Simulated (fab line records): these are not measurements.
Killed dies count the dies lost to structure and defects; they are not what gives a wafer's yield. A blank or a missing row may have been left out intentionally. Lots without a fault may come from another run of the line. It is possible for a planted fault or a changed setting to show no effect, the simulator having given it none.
Chamber matching | flow sky130 | SKY_VIA3_CMP_24 on cmp-01: 4 sister chambers
The step polishes, stops on SiO2, t overpolish 20 s, target thk 0 nm. 7 wafers are shown with their chamber, then 8 later ones without.

## WAFERS WITH THEIR CHAMBER
wafer  | chamber | motor-current-A (A) | overpolish-run-s (s)
L254.4 | 1       | 12.6                | 20.013
L257.2 | 3       | 12.2                | 19.997
L257.3 | 1       | 11.9                | 20.008
L258.1 | 0       | 11.1                | 19.993
L258.2 | 3       | 12.0                | 19.979
L258.6 | 0       | 10.3                | 20.016
L265.3 | 2       | 11.8                | 19.998

## WAFERS WITH NO CHAMBER GIVEN
wafer  | motor-current-A (A) | overpolish-run-s (s)
L265.4 | 12.2                | 20.015
L265.6 | 12.1                | 20.008
L266.2 | 11.9                | 19.996
L266.4 | 12.0                | 20.007
L266.5 | 11.9                | 20.009
L267.1 | 12.6                | 20.000
L267.4 | 10.9                | 20.014
L267.6 | 11.5                | 20.009

## CHAMBER TAKEN BY EACH
wafer  | from the rows above               | in truth
L265.4 | can't be placed: 1 or 2 or 3      | 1
L265.6 | can't be placed: 1 or 2 or 3      | 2
L266.2 | can't be placed: 2 or 3 or 1      | 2
L266.4 | can't be placed: 1 or 2 or 3      | 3
L266.5 | can't be placed: 1 or 2 or 3 or 0 | 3
L267.1 | can't be placed: 1 or 3 or 2      | 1
L267.4 | can't be placed: 0 or 2           | 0
L267.6 | can't be placed: 2 or 1 or 0 or 3 | 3
Correctly placed: 0 of 8. These rows do not allow placing 8 (true chamber among the candidates in 8). Number placed wrongly: 0.
How it was worked out, from the rows above alone: a wafer's distance from a chamber is the root of the sum, over the readings, of the square of ((its reading less the chamber's mean) divided by the reading's scatter). The wafer belongs to the nearest chamber; if the next one is less than 2 further off, it can't be placed. Each chamber's mean is taken over the wafers shown for it. The scatter: take each reading less its chamber's mean, square it, sum over the shown wafers, divide by the number of wafers less the number of chambers, and take the root.
